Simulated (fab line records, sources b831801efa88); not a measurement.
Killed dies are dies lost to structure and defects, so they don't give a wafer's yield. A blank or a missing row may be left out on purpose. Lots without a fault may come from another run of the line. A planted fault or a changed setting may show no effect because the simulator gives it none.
fab line records | flow sky130
record lots=13 wafers=39 last_day=50
route steps=708 shown VT_ADJUST_PCH@152 SONOS_ONO@173 GATE_OXIDE@199 PAD_OPEN@708
lots that met no fault: from a run of the same line without faults
start_h: hours from the record's first day to the start of the lot's first wafer shown | wait_h: hours since the lot's step before | " the same as in the row above | L1.1+2: a row that stands for several wafers | - no value, or no start given | * or withheld: withheld | < > ~ a bound
route shown NAME@n: a module of which the file shows steps, and the number in the route of the first | usual: mean/standard deviation of fault-free wafers | same: alike in all rows | chamber/n: place in a boat | sites: the reading at each site | _std_site: their standard deviation | _edge_site: outer sites' mean less inner sites' | radius_mm: how far each site lies from the wafer's centre | mask NAME#n: copy n | behind: the tool/chamber that last shaped the wafer | hold: why the lot was held/for how many hours/how that ended | device: the transistor (n, p or np) that didn't switch | end of line: the same wafers' tests at the end of the route | a step without rows: its recipe alone | killed: dies lost to structure and defects at the first sort, not the wafer's yield | map: a wafer's dies, x killed, . not, _ none there
set.NAME: the setting as run; set.NAME@STEP: as run at that earlier step | model.NAME: the simulator's own value behind a step, which no gauge read
steps of the route over a sample of lots; a table a step, a row a wafer
services: from which hour (start_h, from the record's first day; less than 0 if before it) a tool's chamber was out of use, for how many hours, and why
## steps
# step SKY_VT_ADJUST_PCH_STRIP_09
# recipe chemistry=O2/N2 power_w=1400 pressure_mtorr=1500 platen_temp_c=withheld o2_flow_sccm=3000 n2_flow_sccm=300 overash_fraction=0.5
# usual drypump_motor_current_A=5.9/0.39 n2_flow_sccm=299.7/0.96 oes_product_au=0.722/0.0045 strip_time_to_endpoint_s=36.95/0.11
# columns lot.wafer tool chamber start_h wait_h drypump_motor_current_A n2_flow_sccm oes_product_au rf_hours_counter_h strip_time_to_endpoint_s
L190.4 plasma_asher-01 1 232.19 0.1 6.2 299.5 0.718 - 36.83
L190.5 " 1 " " 6.2 301.8 0.712 - 36.86
L190.6 " 0 " " 5.5 298.2 0.713 - 36.92
L191.1 plasma_asher-01 1 248.76 0.1 6.2 300.4 0.719 15 36.94
L191.2 " 0 " " 5.5 300.2 0.724 15 37.07
L191.6 " 1 " " 6.3 299.9 0.731 - 37.11
L192.1 plasma_asher-01 1 262.24 0.1 6.2 297.8 0.727 17 36.99
L192.4 " 1 " " 6.2 299.8 0.723 - 37.11
L192.6 " 0 " " 5.5 300.4 0.727 - 37.10
L197.3 plasma_asher-03 0 302.04 0.1 6.5 299.2 0.716 - 36.99
L197.5 " 1 " " 6.0 301.2 0.730 - 37.10
L197.6 " 0 " " 6.5 300.4 0.721 - 37.02
L199.2 plasma_asher-04 1 303.31 0.1 5.4 299.4 0.725 62 37.10
L199.3 " 1 " " 5.4 299.1 0.719 - 37.07
L199.4 " 0 " " 6.0 299.2 0.726 - 36.99
L200.2 plasma_asher-04 1 314.44 0.1 5.4 299.0 0.723 63 36.88
L200.3 " 0 " " 6.0 299.5 0.721 - 36.82
L200.5 " 0 " " 6.1 299.2 0.725 - 36.83
L202.2 plasma_asher-03 0 324.29 0.1 6.5 300.8 0.727 52 37.13
L202.4 " 1 " " 6.0 300.2 0.719 - 37.04
L202.5 " 1 " " 6.1 301.1 0.719 - 37.12
L201.2 plasma_asher-01 0 325.09 0.1 5.5 300.6 0.722 21 36.73
L201.3 " 0 " " 5.6 300.0 0.723 - 36.77
L201.4 " 1 " " 6.2 300.5 0.727 - 36.77
L208.3 plasma_asher-04 1 373.88 0.1 5.4 299.2 0.730 - 36.88
L208.5 " 1 " " 5.4 298.9 0.723 - 37.00
L208.6 " 0 " " 6.1 300.4 0.712 - 36.95
L209.1 plasma_asher-04 1 380.24 0.1 5.3 299.5 0.723 70 36.97
L209.2 " 0 " " 6.1 297.3 0.726 70 36.92
L209.4 " 0 " " 6.1 297.5 0.722 - 36.97
L211.2 plasma_asher-03 1 387.69 0.1 6.0 299.7 0.723 59 36.93
L211.3 " 1 " " 6.0 298.8 0.720 - 37.00
L211.5 " 0 " " 6.5 301.0 0.727 - 36.77
L212.1 plasma_asher-04 1 390.04 0.1 5.4 299.6 0.725 71 37.13
L212.2 " 0 " " 6.1 299.2 0.722 71 37.05
L212.4 " 0 " " 6.0 300.1 0.722 - 37.01
L213.1 plasma_asher-03 1 403.69 0.1 6.1 301.1 0.714 60 37.15
L213.4 " 1 " " 6.0 298.3 0.721 - 37.21
L213.5 " 1 " " 6.1 299.0 0.728 - 37.10
# step SKY_SONOS_ONO_THK_MEAS_05
# recipe reads=SiO2_of_SONOS_ONO_CVD_04
# usual SONOS_ONO_CVD_04_THK=5.67/0.12
# columns lot.wafer tool chamber start_h wait_h SONOS_ONO_CVD_04_THK[nm]
L190.4 film_metro-03 - 264.02 0.0 5.33
L190.5 " - " " 5.42
L190.6 " - " " 5.29
L191.1 film_metro-03 - 278.65 0.0 5.62
L191.2 " - " " 5.74
L191.6 " - " " 5.56
L192.1 film_metro-03 - 292.29 0.0 5.75
L192.4 " - " " 5.60
L192.6 " - " " 5.68
L197.3 film_metro-03 - 333.32 0.0 5.70
L197.5 " - " " 5.66
L197.6 " - " " 5.66
L199.2 film_metro-02 - 334.56 0.0 5.67
L199.3 " - " " 5.71
L199.4 " - " " 5.76
L200.2 film_metro-01 - 346.11 0.0 5.62
L200.3 " - " " 5.68
L200.5 " - " " 5.63
L202.2 film_metro-02 - 353.24 0.0 5.60
L202.4 " - " " 5.50
L202.5 " - " " 5.64
L201.2 film_metro-03 - 356.99 0.0 5.56
L201.3 " - " " 5.64
L201.4 " - " " 5.55
L208.3 film_metro-02 - 406.97 0.0 5.88
L208.5 " - " " 5.92
L208.6 " - " " 5.77
L209.1 film_metro-01 - 413.90 0.0 5.67
L209.2 " - " " 5.68
L209.4 " - " " 5.64
L211.2 film_metro-01 - 427.58 0.0 5.81
L211.3 " - " " 5.81
L211.5 " - " " 5.75
L212.1 film_metro-02 - 427.59 0.0 5.53
L212.2 " - " " 5.69
L212.4 " - " " 5.63
L213.1 film_metro-03 - 438.08 0.0 5.67
L213.4 " - " " 5.73
L213.5 " - " " 5.73
# step SKY_SONOS_ONO_OVL_MEAS_14
# usual SONOS_ONO_OVL=-1.1/1.5
# columns lot.wafer tool chamber start_h wait_h SONOS_ONO_OVL[nm]
L190.4 overlay-01 - 288.61 0.1 -0.5
L190.5 " - " " -0.9
L190.6 " - " " 0.3
L191.1 overlay-01 - 303.71 0.1 -2.9
L191.2 " - " " -2.6
L191.6 " - " " -1.8
L192.1 overlay-01 - 317.29 0.1 -0.9
L192.4 " - " " -1.8
L192.6 " - " " -2.1
L197.3 overlay-01 - 360.54 0.1 0.1
L197.5 " - " " 0.6
L197.6 " - " " -1.1
L199.2 overlay-02 - 361.78 0.1 1.0
L199.3 " - " " -0.4
L199.4 " - " " 1.5
L200.2 overlay-01 - 374.30 0.1 0.7
L200.3 " - " " -0.5
L200.5 " - " " 0.6
L202.2 overlay-01 - 381.10 0.1 0.1
L202.4 " - " " 1.0
L202.5 " - " " -1.5
L201.2 overlay-01 - 384.90 0.1 -1.6
L201.3 " - " " -1.4
L201.4 " - " " -0.3
L208.3 overlay-01 - 436.81 0.1 -1.2
L208.5 " - " " -0.5
L208.6 " - " " -0.6
L209.1 overlay-02 - 444.69 0.1 -0.4
L209.2 " - " " -2.2
L209.4 " - " " -1.5
L211.2 overlay-02 - 457.95 0.1 -3.4
L211.3 " - " " -1.5
L211.5 " - " " -1.4
L212.1 overlay-01 - 458.20 0.1 -4.0
L212.2 " - " " -0.6
L212.4 " - " " -0.4
L213.1 overlay-02 - 469.84 0.1 -1.5
L213.4 " - " " -1.7
L213.5 " - " " 0.1
# step SKY_GATE_OXIDE_WET_ETCH_12
# recipe chemistry=dHF target_depth_nm=16.8 dry=n2_spin target=SiO2 dilution=100:1 temp_c=25 time_s=336
# usual bath_heat_duty_pct=6.1/0.68 run_length_s=363/3.7 time_s=336/0
# columns lot.wafer tool chamber start_h wait_h bath_heat_duty_pct run_length_s time_s
L190.4 wet_bench-03 1 316.34 0.1 5.4 361 336
L190.5 " 1 " " 5.2 361 336
L190.6 " 1 " " 6.8 361 336
L191.1 wet_bench-04 0 331.02 0.1 6.3 361 336
L191.2 " 0 " " 7.0 361 336
L191.6 " 0 " " 6.3 361 336
L192.1 wet_bench-04 1 344.84 0.1 6.3 361 336
L192.4 " 1 " " 6.4 361 336
L192.6 " 1 " " 6.4 361 336
L197.3 wet_bench-04 3 391.24 0.1 5.6 368 336
L197.5 " 3 " " 6.1 368 336
L197.6 " 3 " " 6.2 368 336
L199.2 wet_bench-03 3 392.34 0.1 - - -
L199.3 " 3 " " - - -
L199.4 " 3 " " - - -
L200.2 wet_bench-01 0 405.92 0.1 - - -
L200.3 " 0 " " - - -
L200.5 " 0 " " - - -
L202.2 wet_bench-03 2 412.47 0.1 6.8 360 336
L202.4 " 2 " " 6.4 360 336
L202.5 " 2 " " 6.0 360 336
L201.2 wet_bench-04 3 416.57 0.1 5.5 361 336
L201.3 " 3 " " 6.0 361 336
L201.4 " 3 " " 5.9 361 336
L208.3 wet_bench-04 0 469.99 0.1 6.5 361 336
L208.5 " 0 " " 6.4 361 336
L208.6 " 0 " " 5.9 361 336
L209.1 wet_bench-03 0 477.29 0.1 4.0 362 336
L209.2 " 0 " " 5.0 362 336
L209.4 " 0 " " 5.3 362 336
L211.2 wet_bench-03 1 491.79 0.1 6.5 363 336
L211.3 " 1 " " 5.9 363 336
L211.5 " 1 " " 6.3 363 336
L212.1 wet_bench-01 0 491.84 0.1 6.5 360 336
L212.2 " 0 " " 6.2 360 336
L212.4 " 0 " " 6.7 360 336
L213.1 wet_bench-03 1 503.29 0.1 5.6 371 336
L213.4 " 1 " " 4.8 371 336
L213.5 " 1 " " 5.6 371 336
# step SKY_PAD_OPEN_PROBE_99
# usual killed_at_M0_to_M3=44/6.8 killed_at_M4_up=3.1/1.8 killed_at_contacts=25/5.2 killed_at_front_end=15/4.1 killed_at_other=0.3/0.62 killed_dies=88/9.4 killed_on_rim=17/3.7 killed_open=48/7.1 killed_short=40/6.1
# same gross_dies=492 killed_at_back_side=0
# columns lot.wafer tool chamber start_h wait_h hold killed_at_M0_to_M3 killed_at_M4_up killed_at_contacts killed_at_front_end killed_at_other killed_dies killed_on_rim killed_open killed_short
L190.4 prober-02 - 1082.08 0.2 - 34 1 25 26 0 86 15 40 46
L190.5 prober-02 - 1082.13 0.2 - 27 1 30 19 0 77 19 42 35
L190.6 prober-02 - 1082.18 0.2 - 38 3 15 20 0 76 15 33 43
L191.1 prober-01 - 1090.38 0.1 - 36 2 28 11 1 78 18 38 40
L191.2 prober-01 - 1090.43 0.1 - 38 5 26 13 0 82 12 43 38
L191.6 prober-01 - 1090.63 0.2 - 49 2 24 11 0 86 14 55 31
L192.1 prober-02 - 1103.18 0.1 - 49 0 24 20 0 93 14 49 44
L192.4 prober-02 - 1103.33 0.2 - 49 2 31 16 1 99 22 61 38
L192.6 prober-02 - 1103.43 0.2 - 44 2 25 15 1 87 21 56 30
L197.3 prober-02 - 1134.34 0.2 - 39 1 30 12 0 82 15 46 36
L197.5 prober-02 - 1134.44 0.2 - 44 2 27 13 0 86 21 50 36
L197.6 prober-02 - 1134.49 0.2 - 58 4 32 16 0 110 24 72 38
L199.2 prober-01 - 1141.16 0.1 await_dispo/2.9h/scrap 45 1 20 425 1 492 96 46 35
L199.3 prober-01 - 1141.21 0.2 await_dispo/2.9h/scrap 55 3 27 407 0 492 96 49 50
L199.4 prober-01 - 1141.26 0.2 await_dispo/2.9h/scrap 52 0 20 420 0 492 96 43 45
L200.2 prober-02 - 1146.65 0.1 await_dispo/0.8h/scrap 42 1 22 427 0 492 96 51 31
L200.3 prober-02 - 1146.70 0.2 await_dispo/0.8h/scrap 36 2 20 434 0 492 96 39 29
L200.5 prober-02 - 1146.80 0.2 await_dispo/0.8h/scrap 45 2 20 425 0 492 96 37 42
L202.2 prober-01 - 1151.68 0.1 - 40 2 23 17 0 82 8 41 41
L202.4 prober-01 - 1151.78 0.2 - 46 0 36 13 1 96 16 52 44
L202.5 prober-01 - 1151.83 0.2 - 37 4 32 14 1 88 19 49 39
L201.2 prober-01 - 1153.18 0.1 - 42 6 20 16 0 84 15 41 43
L201.3 prober-01 - 1153.23 0.2 - 42 2 32 19 0 95 15 50 43
L201.4 prober-01 - 1153.28 0.2 - 43 4 22 13 0 82 17 45 37
L208.3 prober-02 - 1183.43 0.2 - 47 2 29 18 0 96 12 50 46
L208.5 prober-02 - 1183.53 0.2 - 43 2 29 7 0 81 17 47 34
L208.6 prober-02 - 1183.58 0.2 - 53 3 24 13 0 93 19 48 45
L209.1 prober-02 - 1185.98 0.1 - 35 3 30 14 0 82 10 39 43
L209.2 prober-02 - 1186.03 0.1 - 38 1 22 13 0 74 17 40 33
L209.4 prober-02 - 1186.13 0.2 - 47 6 22 21 0 96 18 52 43
L211.2 prober-01 - 1192.05 0.1 - 36 2 25 21 2 86 18 46 39
L211.3 prober-01 - 1192.10 0.2 - 42 2 26 18 3 91 13 52 38
L211.5 prober-01 - 1192.20 0.2 - 36 4 26 16 0 82 10 47 35
L213.1 prober-02 - 1197.90 0.1 - 31 2 35 16 0 84 18 54 30
L213.4 prober-02 - 1198.05 0.2 - 47 4 32 15 0 98 23 53 45
L213.5 prober-02 - 1198.10 0.2 - 46 6 21 20 0 93 13 53 39
L212.1 prober-01 - 1198.64 0.1 - 43 4 16 25 0 88 14 39 49
L212.2 prober-01 - 1198.69 0.1 - 41 3 36 16 0 96 13 54 42
L212.4 prober-01 - 1198.79 0.2 - 46 6 25 13 0 90 16 40 48
# killed by level:class
L190.4 VIA1:geometric_particle:open=8 POLY_GATE:geometric_particle:short=7 FIELD_ISO:geometric_particle:short=6 FIELD_ISO:geometric_particle:open=6 CONTACT:geometric_particle:open=6 METAL1:geometric_particle:short=6 CONTACT:geometric_particle:short=5 LOCAL_INTERCONNECT:geometric_particle:short=5
L190.5 LI_CONTACT:geometric_particle:open=10 CONTACT:geometric_particle:short=9 VIA1:geometric_particle:open=8 FIELD_ISO:geometric_particle:short=5 LI_CONTACT:geometric_particle:short=5 CONTACT:geometric_particle:open=5 METAL3:geometric_particle:short=5 FIELD_ISO:geometric_particle:open=4
L190.6 VIA1:geometric_particle:open=8 FIELD_ISO:geometric_particle:short=6 POLY_GATE:geometric_particle:short=6 METAL1:geometric_particle:short=6 CONTACT:geometric_particle:open=5 METAL2:geometric_particle:short=5 VIA2:geometric_particle:open=5 LI_CONTACT:geometric_particle:open=4
L191.1 CONTACT:geometric_particle:open=12 CONTACT:geometric_particle:short=6 VIA1:geometric_particle:open=6 METAL1:geometric_particle:short=5 LI_CONTACT:geometric_particle:open=5 LOCAL_INTERCONNECT:geometric_particle:short=4 VIA1:geometric_particle:short=4 METAL2:geometric_particle:short=4
L191.2 VIA2:geometric_particle:open=9 CONTACT:geometric_particle:open=7 LI_CONTACT:geometric_particle:open=6 VIA1:geometric_particle:open=6 CONTACT:geometric_particle:short=5 METAL1:geometric_particle:short=5 VIA3:geometric_particle:open=5 METAL4:geometric_particle:short=5
L191.6 VIA1:geometric_particle:open=14 CONTACT:geometric_particle:open=12 VIA2:geometric_particle:open=8 VIA3:geometric_particle:open=7 VIA1:geometric_particle:short=6 LI_CONTACT:geometric_particle:open=5 FIELD_ISO:geometric_particle:short=4 LI_CONTACT:geometric_particle:short=4
L192.1 POLY_GATE:geometric_particle:open=9 VIA1:geometric_particle:open=9 CONTACT:geometric_particle:open=9 METAL2:geometric_particle:short=9 LI_CONTACT:geometric_particle:open=6 METAL1:geometric_particle:short=6 CONTACT:geometric_particle:short=5 VIA1:geometric_particle:short=5
L192.4 VIA1:geometric_particle:open=14 CONTACT:geometric_particle:open=13 CONTACT:geometric_particle:short=7 VIA1:geometric_particle:short=7 LI_CONTACT:geometric_particle:open=6 METAL1:geometric_particle:short=6 VIA3:geometric_particle:open=6 VIA2:geometric_particle:open=6
L192.6 VIA1:geometric_particle:open=13 CONTACT:geometric_particle:open=9 LI_CONTACT:geometric_particle:open=8 METAL1:geometric_particle:short=6 VIA1:geometric_particle:short=6 VIA2:geometric_particle:open=6 FIELD_ISO:geometric_particle:open=5 POLY_GATE:geometric_particle:short=5
L197.3 VIA1:geometric_particle:open=10 CONTACT:geometric_particle:short=9 VIA2:geometric_particle:open=8 LOCAL_INTERCONNECT:geometric_particle:short=6 VIA3:geometric_particle:open=6 CONTACT:geometric_particle:open=5 LI_CONTACT:geometric_particle:open=4 METAL2:geometric_particle:short=4
L197.5 CONTACT:geometric_particle:open=9 LI_CONTACT:geometric_particle:open=8 VIA2:geometric_particle:open=8 VIA1:geometric_particle:open=7 VIA3:geometric_particle:short=6 VIA3:geometric_particle:open=6 METAL3:geometric_particle:short=4 CONTACT:geometric_particle:short=4
L197.6 VIA1:geometric_particle:open=19 VIA3:geometric_particle:open=14 LI_CONTACT:geometric_particle:open=9 CONTACT:geometric_particle:open=9 VIA2:geometric_particle:open=7 POLY_GATE:geometric_particle:open=6 LI_CONTACT:geometric_particle:short=5 CONTACT:geometric_particle:short=5
L199.2 GATE_OXIDE:area_etch=411 CONTACT:geometric_particle:open=11 VIA3:geometric_particle:open=9 VIA1:geometric_particle:open=7 METAL1:geometric_particle:short=6 VIA1:geometric_particle:short=6 FIELD_ISO:geometric_particle:open=5 VIA2:geometric_particle:open=5
L199.3 GATE_OXIDE:area_etch=393 VIA1:geometric_particle:open=15 METAL2:geometric_particle:short=9 CONTACT:geometric_particle:short=8 METAL1:geometric_particle:short=8 LI_CONTACT:geometric_particle:open=6 CONTACT:geometric_particle:open=6 VIA1:geometric_particle:short=6
L199.4 GATE_OXIDE:area_etch=404 VIA2:geometric_particle:open=10 METAL1:geometric_particle:short=10 VIA1:geometric_particle:open=10 VIA1:geometric_particle:short=7 FIELD_ISO:geometric_particle:open=6 CONTACT:geometric_particle:open=6 METAL2:geometric_particle:short=5
L200.2 GATE_OXIDE:area_etch=410 VIA1:geometric_particle:open=13 CONTACT:geometric_particle:open=8 FIELD_ISO:geometric_particle:short=6 LI_CONTACT:geometric_particle:open=6 METAL1:geometric_particle:short=6 VIA2:geometric_particle:open=6 VIA3:geometric_particle:open=6
L200.3 GATE_OXIDE:area_etch=424 VIA1:geometric_particle:open=11 CONTACT:geometric_particle:open=6 VIA3:geometric_particle:open=6 LOCAL_INTERCONNECT:geometric_particle:short=5 VIA2:geometric_particle:open=5 VIA3:geometric_particle:short=4 LI_CONTACT:geometric_particle:open=3
L200.5 GATE_OXIDE:area_etch=413 VIA1:geometric_particle:open=9 METAL1:geometric_particle:short=7 VIA1:geometric_particle:short=6 CONTACT:geometric_particle:open=6 CONTACT:geometric_particle:short=6 VIA3:geometric_particle:open=6 METAL2:geometric_particle:short=4
L202.2 CONTACT:geometric_particle:open=12 METAL2:geometric_particle:short=9 LI_CONTACT:geometric_particle:open=7 METAL1:geometric_particle:short=7 VIA3:geometric_particle:short=6 FIELD_ISO:geometric_particle:short=5 POLY_GATE:geometric_particle:open=5 VIA1:geometric_particle:short=5
L202.4 CONTACT:geometric_particle:open=18 VIA1:geometric_particle:short=10 LI_CONTACT:geometric_particle:open=6 CONTACT:geometric_particle:short=6 VIA1:geometric_particle:open=6 METAL1:geometric_particle:short=6 VIA2:geometric_particle:open=6 LOCAL_INTERCONNECT:geometric_particle:short=5
L202.5 CONTACT:geometric_particle:open=10 VIA1:geometric_particle:open=8 CONTACT:geometric_particle:short=7 LI_CONTACT:geometric_particle:open=6 LOCAL_INTERCONNECT:geometric_particle:short=6 METAL1:geometric_particle:short=6 VIA3:geometric_particle:open=6 POLY_GATE:geometric_particle:open=4
L201.2 VIA1:geometric_particle:open=11 METAL1:geometric_particle:short=8 FIELD_ISO:geometric_particle:open=7 CONTACT:geometric_particle:open=6 METAL4:geometric_particle:short=5 VIA2:geometric_particle:open=5 FIELD_ISO:geometric_particle:short=4 LI_CONTACT:geometric_particle:short=4
L201.3 VIA1:geometric_particle:open=15 LI_CONTACT:geometric_particle:open=10 CONTACT:geometric_particle:open=8 VIA1:geometric_particle:short=7 POLY_GATE:geometric_particle:short=6 LOCAL_INTERCONNECT:geometric_particle:short=6 CONTACT:geometric_particle:short=5 FIELD_ISO:geometric_particle:open=4
L201.4 CONTACT:geometric_particle:open=12 VIA1:geometric_particle:open=12 VIA2:geometric_particle:open=8 FIELD_ISO:geometric_particle:short=4 VIA2:geometric_particle:short=4 LOCAL_INTERCONNECT:geometric_particle:short=4 METAL1:geometric_particle:short=4 VIA1:geometric_particle:short=4
L208.3 LI_CONTACT:geometric_particle:open=10 VIA1:geometric_particle:open=10 VIA2:geometric_particle:open=10 CONTACT:geometric_particle:open=5 FIELD_ISO:geometric_particle:open=5 POLY_GATE:geometric_particle:short=5 LI_CONTACT:geometric_particle:short=5 LOCAL_INTERCONNECT:geometric_particle:short=5
L208.5 VIA1:geometric_particle:open=14 LI_CONTACT:geometric_particle:open=9 CONTACT:geometric_particle:open=8 LOCAL_INTERCONNECT:geometric_particle:short=5 METAL3:geometric_particle:short=5 METAL1:geometric_particle:short=4 VIA3:geometric_particle:open=4 LI_CONTACT:geometric_particle:short=3
L208.6 VIA1:geometric_particle:open=14 VIA1:geometric_particle:short=11 CONTACT:geometric_particle:open=8 LI_CONTACT:geometric_particle:open=7 VIA2:geometric_particle:short=7 FIELD_ISO:geometric_particle:short=5 VIA3:geometric_particle:open=5 POLY_GATE:geometric_particle:open=4
L209.1 CONTACT:geometric_particle:open=13 VIA3:geometric_particle:open=11 LOCAL_INTERCONNECT:geometric_particle:short=7 POLY_GATE:geometric_particle:short=6 METAL1:geometric_particle:short=5 FIELD_ISO:geometric_particle:open=4 LI_CONTACT:geometric_particle:short=4 METAL2:geometric_particle:short=4
L209.2 LI_CONTACT:geometric_particle:open=9 VIA2:geometric_particle:open=7 VIA1:geometric_particle:open=6 CONTACT:geometric_particle:short=5 CONTACT:geometric_particle:open=5 METAL1:geometric_particle:short=5 VIA3:geometric_particle:open=4 FIELD_ISO:geometric_particle:short=3
L209.4 VIA3:geometric_particle:open=13 VIA1:geometric_particle:open=8 FIELD_ISO:geometric_particle:open=7 VIA1:geometric_particle:short=7 POLY_GATE:geometric_particle:open=6 CONTACT:geometric_particle:short=5 CONTACT:geometric_particle:open=5 METAL2:geometric_particle:short=5
L211.2 CONTACT:geometric_particle:open=12 VIA1:geometric_particle:open=8 FIELD_ISO:geometric_particle:short=6 FIELD_ISO:geometric_particle:open=6 VIA2:geometric_particle:open=6 METAL2:geometric_particle:short=5 POLY_GATE:geometric_particle:open=4 LOCAL_INTERCONNECT:geometric_particle:short=4
L211.3 VIA1:geometric_particle:open=10 FIELD_ISO:geometric_particle:open=9 CONTACT:geometric_particle:open=9 VIA2:geometric_particle:open=6 VIA3:geometric_particle:open=6 VIA3:geometric_particle:short=6 LI_CONTACT:geometric_particle:open=5 LOCAL_INTERCONNECT:geometric_particle:short=5
L211.5 VIA1:geometric_particle:open=9 CONTACT:geometric_particle:open=8 VIA2:geometric_particle:open=7 VIA1:geometric_particle:short=6 POLY_GATE:geometric_particle:open=5 LI_CONTACT:geometric_particle:open=5 LOCAL_INTERCONNECT:geometric_particle:short=5 POLY_GATE:geometric_particle:short=4
L213.1 CONTACT:geometric_particle:open=13 LI_CONTACT:geometric_particle:open=12 VIA1:geometric_particle:open=11 POLY_GATE:geometric_particle:short=5 CONTACT:geometric_particle:short=5 VIA2:geometric_particle:open=5 LOCAL_INTERCONNECT:geometric_particle:short=3 POLY_GATE:geometric_particle:open=3
L213.4 CONTACT:geometric_particle:open=16 VIA1:geometric_particle:open=15 CONTACT:geometric_particle:short=8 METAL1:geometric_particle:short=7 POLY_GATE:geometric_particle:short=5 VIA2:geometric_particle:open=5 VIA1:geometric_particle:short=5 VIA2:geometric_particle:short=5
L213.5 CONTACT:geometric_particle:open=10 VIA1:geometric_particle:open=10 VIA3:geometric_particle:open=9 POLY_GATE:geometric_particle:short=7 LI_CONTACT:geometric_particle:open=7 METAL1:geometric_particle:short=7 FIELD_ISO:geometric_particle:short=5 METAL3:geometric_particle:short=4
L212.1 METAL2:geometric_particle:short=9 FIELD_ISO:geometric_particle:open=8 VIA1:geometric_particle:open=7 VIA1:geometric_particle:short=7 CONTACT:geometric_particle:short=5 CONTACT:geometric_particle:open=5 VIA3:geometric_particle:open=5 FIELD_ISO:geometric_particle:short=4
L212.2 CONTACT:geometric_particle:open=13 LI_CONTACT:geometric_particle:open=9 VIA1:geometric_particle:open=8 VIA2:geometric_particle:open=7 FIELD_ISO:geometric_particle:short=6 POLY_GATE:geometric_particle:open=6 LOCAL_INTERCONNECT:geometric_particle:short=5 METAL1:geometric_particle:short=5
L212.4 METAL1:geometric_particle:short=12 VIA1:geometric_particle:open=10 LOCAL_INTERCONNECT:geometric_particle:short=9 CONTACT:geometric_particle:open=7 CONTACT:geometric_particle:short=6 FIELD_ISO:geometric_particle:open=5 VIA2:geometric_particle:open=4 METAL1:geometric_particle:open=4
## services
# columns tool chamber start_h hours kind
plasma_asher-03 - 212.78 2.8 pm
plasma_asher-03 - 247.36 3.9 repair
plasma_asher-01 - 294.22 22.6 pm
plasma_asher-01 - 328.56 1.8 repair
plasma_asher-01 - 338.41 5.7 repair
plasma_asher-01 - 401.96 5.5 repair
plasma_asher-04 - 423.73 0.3 repair
plasma_asher-01 - 455.59 0.7 repair
plasma_asher-03 - 465.74 1.2 repair
## key
first_sign step=SKY_GATE_OXIDE_WET_ETCH_12 reading=tool_record direction=missing
effect step=SKY_PAD_OPEN_PROBE_99 reading=killed_at_front_end direction=up sigmas=99+ usual=15 struck=423
more_kills_born_at SKY_GATE_OXIDE_WET_ETCH_12@wet_bench-01=1247 SKY_GATE_OXIDE_WET_ETCH_12@wet_bench-03=1208
met_at SKY_GATE_OXIDE_WET_ETCH_12
struck_lots L199,L200
later_rows_left_out L199.2,L199.3,L199.4,L200.2,L200.3,L200.5
tester_left_out L199,L200
not_acting_at SKY_VT_ADJUST_PCH_STRIP_09,SKY_SONOS_ONO_THK_MEAS_05,SKY_SONOS_ONO_OVL_MEAS_14
onset_between 316.34 392.34
fault kind=skipped_step_whole tool=wet_bench-01,wet_bench-03 chamber=- onset_h=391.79 steps=SKY_GATE_OXIDE_WET_ETCH_12 scope=struck_lots_only
# tester_left_out: of these lots the tester's yield and bins aren't shown, on N5 and GAA mostly nor the transistor test; their killed dies are dies lost to structure and defects alone, not to doping, threshold or leakage, so they don't give the yield
# later_rows_left_out: the simulator's readings of these wafers behind a module that went badly wrong aren't trusted and aren't shown, but for the sort
